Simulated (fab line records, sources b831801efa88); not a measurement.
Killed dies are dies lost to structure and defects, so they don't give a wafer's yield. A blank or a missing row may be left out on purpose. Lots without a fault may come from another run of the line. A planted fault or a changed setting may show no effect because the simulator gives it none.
fab line records | flow sfq_line
record lots=6 wafers=18 last_day=91
route steps=325 shown M4@152 I4@163
lots that met no fault: from a run of the same line without faults
start_h: hours from the record's first day to the start of the lot's first wafer shown | wait_h: hours since the lot's step before | " the same as in the row above | L1.1+2: a row that stands for several wafers | - no value, or no start given | * or withheld: withheld | < > ~ a bound
route shown NAME@n: a module of which the file shows steps, and the number in the route of the first | usual: mean/standard deviation of fault-free wafers | same: alike in all rows | chamber/n: place in a boat | sites: the reading at each site | _std_site: their standard deviation | _edge_site: outer sites' mean less inner sites' | radius_mm: how far each site lies from the wafer's centre | mask NAME#n: copy n | behind: the tool/chamber that last shaped the wafer | hold: why the lot was held/for how many hours/how that ended | device: the transistor (n, p or np) that didn't switch | end of line: the same wafers' tests at the end of the route | a step without rows: its recipe alone | killed: dies lost to structure and defects at the first sort, not the wafer's yield | map: a wafer's dies, x killed, . not, _ none there
set.NAME: the setting as run; set.NAME@STEP: as run at that earlier step | model.NAME: the simulator's own value behind a step, which no gauge read
lots at some steps of the route; a table a step, a row a wafer
services: from which hour (start_h, from the record's first day; less than 0 if before it) a tool's chamber was out of use, for how many hours, and why
## steps
# step SFQ_TRILAYER_M4_LITHO_COAT_098
# recipe resist=BARC spin_rpm=3000 resist_thk_nm=62
# step SFQ_TRILAYER_M4_LITHO_COAT_093
# recipe resist=KrF spin_rpm=3000 resist_thk_nm=600
# step SFQ_TRILAYER_M4_LITHO_SOFTBAKE_097
# recipe temp_c=withheld time_s=withheld resist=KrF
# step SFQ_TRILAYER_M4_LITHO_EXPOSE_094
# recipe mask_id=M4 na=0.6 source_shape=conventional sigma_outer=0.65 target_cd_nm=500 dose_mj=14.4
# step SFQ_TRILAYER_M4_LITHO_PEB_096
# recipe peb_temp_c=115 peb_time_s=60 resist=KrF
# step SFQ_TRILAYER_M4_LITHO_DEVELOP_095
# recipe time_s=60 resist=KrF
# step SFQ_M4_OVL_MEAS_926
# usual M4_OVL=2/6.1
# columns lot.wafer tool chamber start_h wait_h M4_OVL[nm]
L391.1 overlay-01 - 1209.51 0.1 10
L391.3 " - " " 5
L391.6 " - " " -1
L392.1 overlay-02 - 1218.03 0.1 11
L392.2 " - " " 6
L392.3 " - " " 2
L399.2 overlay-02 - 1323.44 0.1 3
L399.5 " - " " 0
L399.6 " - " " -1
L401.3 overlay-01 - 1329.45 0.1 1
L401.4 " - " " 0
L401.5 " - " " -2
L406.3 overlay-01 - 1376.50 0.1 7
L406.4 " - " " 6
L406.5 " - " " 4
L408.2 overlay-01 - 1387.71 0.1 -3
L408.4 " - " " 1
L408.6 " - " " 1
# step SFQ_TRILAYER_M4_BARC_OPEN_METAL_ETCH_123
# recipe mask_material=PR chemistry=O2 target_depth_nm=125 target=BARC icp_w=600 bias_w=81.52 pressure_mtorr=10 time_s=41.7
# usual chamber_pressure_mTorr=10.000/0.0084 drypump_motor_current_A=5.9/0.42 oes_product_au=0.685/0.0046
# columns lot.wafer tool chamber start_h wait_h chamber_pressure_mTorr drypump_motor_current_A oes_product_au rf_hours_counter_h
L391.1 rie_metal-01 0 1209.54 0.0 9.987 6.4 0.683 104
L391.3 " 1 " " 10.001 5.9 0.693 -
L391.6 " 0 " " 10.003 6.4 0.685 -
L392.1 rie_metal-04 1 1218.07 0.0 10.012 5.8 0.684 133
L392.2 " 0 " " 10.000 5.1 0.680 72
L392.3 " 1 " " 10.011 5.8 0.685 -
L399.2 rie_metal-04 0 1323.47 0.0 10.006 5.1 0.685 90
L399.5 " 1 " " 9.997 5.8 0.694 -
L399.6 " 0 " " 10.000 5.1 0.688 -
L401.3 rie_metal-04 0 1329.49 0.0 9.993 5.1 0.678 -
L401.4 " 1 " " 9.989 5.8 0.681 -
L401.5 " 0 " " 10.012 5.1 0.695 -
L406.3 rie_metal-01 0 1376.54 0.0 10.020 6.4 0.685 -
L406.4 " 1 " " 10.003 5.9 0.686 -
L406.5 " 0 " " 10.006 6.5 0.686 -
L408.2 rie_metal-04 0 1387.74 0.0 9.996 5.1 0.686 100
L408.4 " 1 " " 10.000 5.8 0.687 -
L408.6 " 1 " " 9.997 5.8 0.689 -
# step SFQ_TRILAYER_M4_ETCH_METAL_ETCH_096
# recipe target=Nb stop_on=SiO2 mask_material=PR chemistry=Cl2/Ar target_depth_nm=240 icp_w=600 bias_w=80 pressure_mtorr=10 time_s=120
# usual chamber_pressure_mTorr=9.999/0.0094 drypump_motor_current_A=5.9/0.42 oes_product_au=0.895/0.0073
# columns lot.wafer tool chamber start_h wait_h chamber_pressure_mTorr drypump_motor_current_A oes_product_au rf_hours_counter_h
L391.1 rie_metal-01 0 1209.60 0.0 10.005 6.5 0.889 105
L391.3 " 1 " " 9.982 5.9 0.894 -
L391.6 " 0 " " 10.006 6.5 0.891 -
L392.1 rie_metal-04 1 1218.13 0.0 9.992 5.8 0.907 133
L392.2 " 0 " " 10.007 5.1 0.889 72
L392.3 " 1 " " 9.993 5.8 0.906 -
L399.2 rie_metal-04 0 1323.53 0.0 9.995 5.1 0.893 90
L399.5 " 1 " " 10.002 5.8 0.884 -
L399.6 " 0 " " 10.009 5.1 0.904 -
L401.3 rie_metal-04 0 1329.57 0.1 9.998 5.1 0.882 -
L401.4 " 1 " " 9.982 5.8 0.883 -
L401.5 " 0 " " 9.979 5.1 0.895 -
L406.3 rie_metal-01 0 1376.62 0.1 10.004 6.4 0.880 -
L406.4 " 1 " " 9.996 5.9 0.888 -
L406.5 " 0 " " 9.987 6.5 0.899 -
L408.2 rie_metal-04 0 1387.80 0.0 10.004 5.0 0.904 100
L408.4 " 1 " " 10.013 5.8 0.896 -
L408.6 " 1 " " 9.991 5.8 0.895 -
# step SFQ_TRILAYER_M4_STRIP_STRIP_097
# recipe gas=O2 power_w=200 platen_temp_c=40 overash_fraction=0.65 chemistry=O2 pressure_mtorr=50
# usual chamber_pressure_mTorr=50.00/0.043 drypump_motor_current_A=5.9/0.42 oes_product_au=1.000/0.0085
# columns lot.wafer tool chamber start_h wait_h chamber_pressure_mTorr drypump_motor_current_A oes_product_au rf_hours_counter_h
L391.1 rie_metal-01 0 1209.73 0.1 49.91 6.5 1.002 105
L391.3 " 1 " " 49.98 5.8 1.008 -
L391.6 " 0 " " 50.00 6.4 0.992 -
L392.1 rie_metal-04 1 1218.25 0.1 50.00 5.8 0.990 133
L392.2 " 0 " " 50.06 5.1 0.991 72
L392.3 " 1 " " 49.99 5.8 1.000 -
L399.2 rie_metal-04 0 1323.65 0.1 49.99 5.1 0.997 90
L399.5 " 1 " " 50.03 5.8 1.005 -
L399.6 " 0 " " 50.03 5.1 0.982 -
L401.3 rie_metal-04 0 1329.85 0.2 49.98 5.1 1.002 -
L401.4 " 1 " " 49.94 5.8 1.002 -
L401.5 " 0 " " 50.00 5.1 1.003 -
L406.3 rie_metal-01 0 1376.90 0.2 50.02 6.5 1.002 -
L406.4 " 1 " " 50.02 5.9 0.999 -
L406.5 " 0 " " 49.95 6.5 0.997 -
L408.2 rie_metal-04 0 1387.92 0.1 49.99 5.1 0.991 100
L408.4 " 1 " " 50.05 5.9 1.001 -
L408.6 " 1 " " 49.98 5.8 1.001 -
# step SFQ_TRILAYER_M4_STRIP_SOLV_CLEAN_098
# recipe chemistry=NMP temp_c=70 time_s=600
# step SFQ_TRILAYER_I4_DEP_PECVD_099
# recipe material=SiO2 temp_c=150 time_s=111.11 pressure_torr=2.4 rf_w=183.3 precursor=SiH4/N2O target_thk_nm=500
# usual heater_power_w=72/13 rf_fwd_power_W=182.3/0.6 susceptor_temp_C=150.02/0.14 throttle_valve_pct=24.5/1
# columns lot.wafer tool chamber start_h wait_h heater_power_w rf_fwd_power_W susceptor_temp_C throttle_valve_pct model.SiO2_of_TRILAYER_I4_DEP_PECVD_099.thk_nm
L391.1 pecvd-02 2 1210.50 0.0 68 181.5 149.91 25.0 489.5
L391.3 " 1 " " 56 182.2 149.99 24.3 486.5
L391.6 " 0 " " 63 180.8 150.14 25.2 500.2
L392.1 pecvd-04 0 1219.03 0.0 55 182.6 150.03 24.9 490.1
L392.2 " 1 " " 65 183.3 150.03 25.6 497.5
L392.3 " 2 " " 89 182.3 150.06 25.3 495.9
L399.2 pecvd-02 0 1324.43 0.0 74 182.1 150.15 25.0 500.1
L399.5 " 0 " " 78 182.3 150.08 25.3 510.3
L399.6 " 1 " " 45 212.0 149.98 24.3 530.2
L401.3 pecvd-02 1 1330.60 0.0 40 211.0 149.96 24.7 515.1
L401.4 " 2 " " 69 181.9 150.23 25.3 497.3
L401.5 " 0 " " 62 182.0 150.08 25.2 498.4
L406.3 pecvd-04 2 1377.48 0.0 93 182.8 149.85 22.3 502.6
L406.4 " 0 " " 57 182.1 149.74 23.7 504.2
L406.5 " 1 " " 86 183.7 150.07 23.9 508
L408.2 pecvd-04 1 1388.70 0.0 82 183.1 149.87 24.2 484.8
L408.4 " 0 " " 50 182.2 150.14 23.7 500.4
L408.6 " 2 " " 93 182.4 150.10 22.0 508.1
# step SFQ_TRILAYER_I4_CMP_CMP_100
# recipe material=SiO2 down_force_psi=3 platen_rpm=60 pad_velocity_m_s=0.94248
# usual motor_current_A=10.0/1.4 time_to_endpoint_s=215/5.8
# columns lot.wafer tool chamber start_h wait_h motor_current_A time_to_endpoint_s
L391.1 cmp-02 0 1211.08 0.5 10.8 207
L391.3 " 1 " " 9.8 209
L391.6 " 0 1213.08 2.5 10.6 218
L392.3 cmp-02 2 1222.19 3.1 11.2 212
L392.2 " 3 " " 8.9 212
L392.1 " 0 " " 10.5 208
L399.2 cmp-02 0 1326.01 1.5 10.6 219
L399.5 " 1 " " 10.6 229
L399.6 " 2 " " 11.1 241
L401.4 cmp-01 0 1330.68 0.0 8.6 217
L401.3 " 2 1331.68 1.0 11.8 232
L401.5 " 1 1333.18 2.5 9.1 222
L406.3 cmp-02 1 1378.56 1.0 9.9 213
L406.4 " 2 " " 11.5 221
L406.5 " 0 1380.06 2.5 10.7 223
L408.2 cmp-02 3 1389.28 0.5 8.5 207
L408.4 " 0 " " 10.3 221
L408.6 " 2 1390.78 2.0 11.1 222
# step SFQ_I4_BOW_MEAS_927
# recipe mode=bow
# usual I4_BOW=4/9.3
# columns lot.wafer tool chamber start_h wait_h I4_BOW[um]
L391.1 film_metro-02 - 1213.58 2.0 21
L391.3 " - " " 15
L391.6 " - " " 3
L392.1 film_metro-01 - 1224.69 1.0 14
L392.2 " - " " 11
L392.3 " - " " 18
L399.2 film_metro-01 - 1327.53 1.0 -27
L399.5 " - " " -12
L399.6 " - " " -9
L401.3 film_metro-03 - 1333.72 1.5 16
L401.4 " - " " 4
L401.5 " - " " 14
L406.3 film_metro-02 - 1380.60 1.5 3
L406.4 " - " " 8
L406.5 " - " " 9
L408.2 film_metro-03 - 1391.80 2.0 -12
L408.4 " - " " -9
L408.6 " - " " -15
## services
# columns tool chamber start_h hours kind
pecvd-04 - 1190.39 1.1 repair
rie_metal-04 1 1219.16 - clean
rie_metal-04 1 1219.16 - consumable_replace:focus_ring
rie_metal-04 1 1219.16 26.4 scheduled_down
rie_metal-04 1 1219.16 26.4 vent_cycle
cmp-02 - 1243.16 6.0 pm
cmp-01 - 1256.30 4.0 pm
cmp-02 - 1259.80 0.6 repair
rie_metal-01 - 1272.33 0.2 repair
pecvd-04 - 1275.94 0.4 repair
pecvd-04 - 1278.44 1.1 repair
pecvd-04 - 1316.75 14.0 pm
pecvd-04 0 1316.75 14.0 vent_cycle
pecvd-04 1 1316.75 14.0 vent_cycle
pecvd-04 2 1316.75 14.0 vent_cycle
pecvd-04 0 1330.75 - clean
pecvd-04 1 1330.75 - clean
rie_metal-01 0 1341.37 - clean
rie_metal-01 0 1341.37 - consumable_replace:focus_ring
rie_metal-01 0 1341.37 17.5 scheduled_down
rie_metal-01 0 1341.37 17.5 vent_cycle
rie_metal-04 - 1353.39 2.8 pm
pecvd-02 - 1363.19 1.5 repair
cmp-02 - 1375.56 0.7 repair
## key
first_sign step=SFQ_TRILAYER_I4_DEP_PECVD_099 reading=rf_fwd_power_W direction=up sigmas=49 usual=182.3 struck=211.5
effect step=SFQ_TRILAYER_I4_CMP_CMP_100 reading=time_to_endpoint_s direction=up sigmas=3.7 usual=* struck=*
model_effect step=SFQ_TRILAYER_I4_DEP_PECVD_099 value=SiO2_of_TRILAYER_I4_DEP_PECVD_099.thk_nm without=499.9 struck=522.7
met_at SFQ_TRILAYER_I4_DEP_PECVD_099
struck_wafers L399.6,L401.3
onset_between 1210.50 1324.43
fault kind=process_parameter_drift tool=pecvd-02 chamber=1 onset_h=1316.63 steps=SFQ_TRILAYER_I4_DEP_PECVD_099 channel=rf_w offset=29.328 shape=step end_h=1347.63 acts_in=these_recipes_only stated=183.3
